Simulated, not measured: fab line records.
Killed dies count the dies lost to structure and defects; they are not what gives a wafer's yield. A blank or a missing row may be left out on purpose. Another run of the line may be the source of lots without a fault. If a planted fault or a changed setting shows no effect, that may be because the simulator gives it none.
Problem report in the 8D (eight disciplines) form, filled by code    flow sky130    the parts of the form that need people (team, actions taken, sign-off) are left out

## 1. WHAT WENT WRONG
Mean of stripTimeToEndpointS at SKY_FIELD_ISO_STRIP_16: 2.92 s across 6 wafers in 2 lots; on wafers with no fault it is 3.54 s (standard deviation 0.04). That is -16 standard deviations from the usual mean.
The step: strips in O2/N2.
Seen first at day 3 12:58 on plasmaAsher-01, wafer L369.3. At this step, 39 wafers from 13 lots have a number in the record. Rule for "out" (also "out of limits"): further than 4 standard deviations from the usual mean. All remaining wafers that have a number are taken as sound.

## 2. WHAT THIS IS AND IS NOT
question                     is                              is not
which readings at this step  stripTimeToEndpointS            drypumpMotorCurrentA
which lots                   L369, L370                      L363, L364, L366, L367, L368, L377, L378, L380, L382, L383, L385
which wafers of those lots   all that have a number          -
read on which tools          plasmaAsher-01, plasmaAsher-04  plasmaAsher-02
when                         from day 3 12:58                up to then (15 sound wafers); but 18 sound wafers of L377, L378, L380, L382, L383, L385 came after

## 3. WHAT RULES OUT EACH SUSPECT
Counting: any tool at a process step up to the reading is kept as a suspect provided that every lot that is out went through it and no sound lot did after the first of them.
- lithoTrack-03 at SKY_FIELD_ISO_COAT_08 (resist thk 450 nm): ruled out as a lasting fault. After its first lot that is out, L369 (day 3 04:00), sound lots L383, L385 ran on it.
Left after counting: nothing in the record.

## 4. THE CAUSE (what the simulator had put in)
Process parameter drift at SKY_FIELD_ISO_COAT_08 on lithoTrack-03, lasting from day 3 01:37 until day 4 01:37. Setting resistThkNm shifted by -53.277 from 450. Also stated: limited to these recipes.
Counting ruled it out, wrongly: the rule takes a fault to strike every lot that its tool runs from its start on, and this one did not.

## 5. THE EFFECT CHAIN, in route order
One row per reading whose mean, taken over the struck wafers that have a number, lies over 3 standard deviations from the usual. Scope: only readings with a usual standard deviation given in the record; hours: median across lots of the time from each lot's start at the first step in this table that gives one to its start at this step; sigmas: change in usual standard deviations.
hours  step                    reading               usual       on struck wafers  change  sigmas
0      SKY_FIELD_ISO_STRIP_16  oesProductAu          0.378 a.u.  0.352             -0.026  -5.3
0      SKY_FIELD_ISO_STRIP_16  stripTimeToEndpointS  3.54 s      2.92              -0.62   -16
Its process steps:
- SKY_FIELD_ISO_STRIP_16: strips in O2/N2.
At these later measuring or inspecting steps, every struck wafer for which the step has a row has a number for every such reading, and none has moved that far: SKY_FIELD_ISO_THK_MEAS_23, SKY_PWDE_OVL_MEAS_07, SKY_NWELL_OVL_MEAS_10.

## 6. HOW IT WOULD HAVE BEEN CAUGHT EARLIER
11 hours passed between the start of the fault at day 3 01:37 and the first reading out of limits in this record, taken at day 3 12:58.
An alarm limit of 4 standard deviations would not have fired on the tool readings at SKY_FIELD_ISO_COAT_08 for which the record gives a usual standard deviation, since none of them was out on any struck wafer.
